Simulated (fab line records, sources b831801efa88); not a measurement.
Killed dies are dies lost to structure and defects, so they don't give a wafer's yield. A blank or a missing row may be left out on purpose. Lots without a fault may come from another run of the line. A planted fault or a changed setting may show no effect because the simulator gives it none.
A struck lot beside a sound one | flow sky130 | 21 steps out of a route of 708
Sound: wafers L479.1, L479.3, L479.6. Struck: wafers L486.4, L486.5, L486.6. The cause comes at the end.
At each step with rows: each side's tool, then ch and its chambers, then its first start. Under that, the readings that differ: sound wafers | struck wafers | difference of the means | sigmas: that difference in standard deviations of wafers without a fault.
alike: readings whose means differ by less than 2 such deviations, and words and numbers that are the same on both sides. not compared: withheld readings, readings that some wafer has no value for, bounds like >300 that may hide the same value, and numbers for which the record gives no deviation and whose values overlap.
The two part at a step that has a row with sigmas, a row that says differs or no value, or rows on one side only. Numbers that don't overlap but have no deviation are shown without sigmas and don't part them. A reading that every wafer of one side lacks parts them only if that side has two wafers or more.

first, 1 step without rows for these wafers: SKY_RES_XHIGH_IMPLANT_07.
SKY_RES_XHIGH_STRIP_08: strips in O2/N2.
  sound on plasma_asher-04 ch 0,1, day 27 22:05; struck on plasma_asher-04 ch 0,1, day 30 10:31
  reading                      | sound             | struck            | difference | sigmas
  strip_time_to_endpoint_s (s) | 14.36 14.35 14.36 | 14.19 14.21 14.17 | -0.17      | -4
  alike: drypump_motor_current_A, oes_product_au
  not compared: rf_hours_counter_h
SKY_RES_XHIGH_TW_MEAS_09:
  sound on film_metro-01, day 27 22:11; struck on film_metro-03, day 30 10:37
  reading      | sound          | struck         | difference | sigmas
  RES_XHIGH_TW | 1643 1655 1644 | 1628 1618 1628 | -23        | -3
then, 7 steps without rows for these wafers: SKY_SD_N_DEHYDRATE_00 (time 60 s); SKY_SD_N_HMDS_01 (prime time 60 s); SKY_SD_N_COAT_02 (resist thk 1140 nm); SKY_SD_N_SOFTBAKE_03 (time 60 s); SKY_SD_N_EXPOSE_04 (exposes mask NSDM, target cd 380 nm); SKY_SD_N_PEB_05; SKY_SD_N_DEVELOP_06 (develop time 60 s).
SKY_SD_N_CD_MEAS_07: target cd 380 nm.
  sound on cd_sem-02, day 29 02:16; struck on cd_sem-01, day 31 13:53
  alike: cd_nm
SKY_SD_N_OVL_MEAS_08:
  sound on overlay-02, day 29 02:23; struck on overlay-01, day 31 13:58
  alike: SD_N_OVL
SKY_SD_N_IMPLANT_09:
  sound on implanter-04 ch 0, day 29 02:26; struck on implanter-01 ch 0, day 31 14:07
  reading                   | sound                | struck               | difference | sigmas
  beam_energy_keV           | 50.001 50.017 50.015 | 44.713 44.750 44.728 | -5.281     | -99 or more
  model.implant.rp_nm (nm)  | 32.07 32.07 32.07    | 29.66 29.66 29.66    | -2.41      |
  model.implant.drp_nm (nm) | 14.11 14.11 14.11    | 12.99 12.99 12.99    | -1.12      |
then, 1 step without rows for these wafers: SKY_SD_N_IMPLANT_10.
SKY_SD_N_STRIP_11: strips in O2/N2.
  sound on plasma_asher-01 ch 0,1, day 29 02:44; struck on plasma_asher-04 ch 0,1, day 31 14:23
  reading                      | sound             | struck            | difference | sigmas
  oes_product_au (a.u.)        | 0.530 0.523 0.513 | 0.527 0.547 0.543 | +0.017     | +4
  strip_time_to_endpoint_s (s) | 22.54 22.54 22.52 | 21.81 21.74 21.75 | -0.77      | -17
  alike: drypump_motor_current_A
  not compared: rf_hours_counter_h
SKY_SD_N_TW_MEAS_12:
  sound on film_metro-02, day 29 02:50; struck on film_metro-02, day 31 14:29
  reading | sound          | struck         | difference | sigmas
  SD_N_TW | 3952 3969 3945 | 3828 3809 3833 | -132       | -5
then, 1 step without rows for these wafers: SKY_SD_N_CLEAN_13 (cleans in SC1/SC2, time 150 s).
SKY_SD_N_RTA_14: time 2 s.
  sound on rtp_anneal-02 ch 0, day 29 02:56; struck on rtp_anneal-01 ch 0, day 31 14:35
  alike: lamp_power_pct, wafer_temp_C_max
SKY_SD_N_RS_MEAS_16: measures by four-point-probe.
  sound on film_metro-01, day 29 03:07; struck on film_metro-01, day 31 14:47
  reading          | sound             | struck            | difference | sigmas
  SD_N_RS (ohm/sq) | 68.54 68.59 68.41 | 72.33 72.40 72.56 | +3.92      | +30
SKY_SD_N_RS_MEAS_17: measures by four-point-probe.
  sound on film_metro-01, day 29 03:14; struck on film_metro-01, day 31 14:55
  alike: SD_P_RS
-- the record jumps here: 17 days lie between the struck wafers' starts before and after (it left off in module SD_N and takes up again in module PAD_OPEN, whose first step shown is number 708 of the route) --
SKY_PAD_OPEN_PROBE_99:
  sound on prober-01, day 46 17:34; struck on prober-02, day 48 12:05
  reading                            | sound             | struck            | difference | sigmas
  killed_at_front_end                | 17 9 10           | 17 23 23          | +9         | +2
  model.etest.res_ndiff.rs_ohm_sq    | 119.6 120.4 119.8 | 125.4 124.4 124.8 | +4.9       |
  model.etest.res_ndiff_hv.rs_ohm_sq | 114.2 113.8 113.7 | 118.1 118.7 119.1 | +4.7       |
  alike: killed_at_M0_to_M3, killed_at_M4_up, killed_at_contacts, killed_at_other, killed_dies, killed_on_rim, killed_open, killed_short
  not compared: model.etest.res_ndiff.line_ohm_um

WHERE THEY PART
First at SKY_RES_XHIGH_STRIP_08; last, within this record, at SKY_PAD_OPEN_PROBE_99.

WHY: what the simulator had put in
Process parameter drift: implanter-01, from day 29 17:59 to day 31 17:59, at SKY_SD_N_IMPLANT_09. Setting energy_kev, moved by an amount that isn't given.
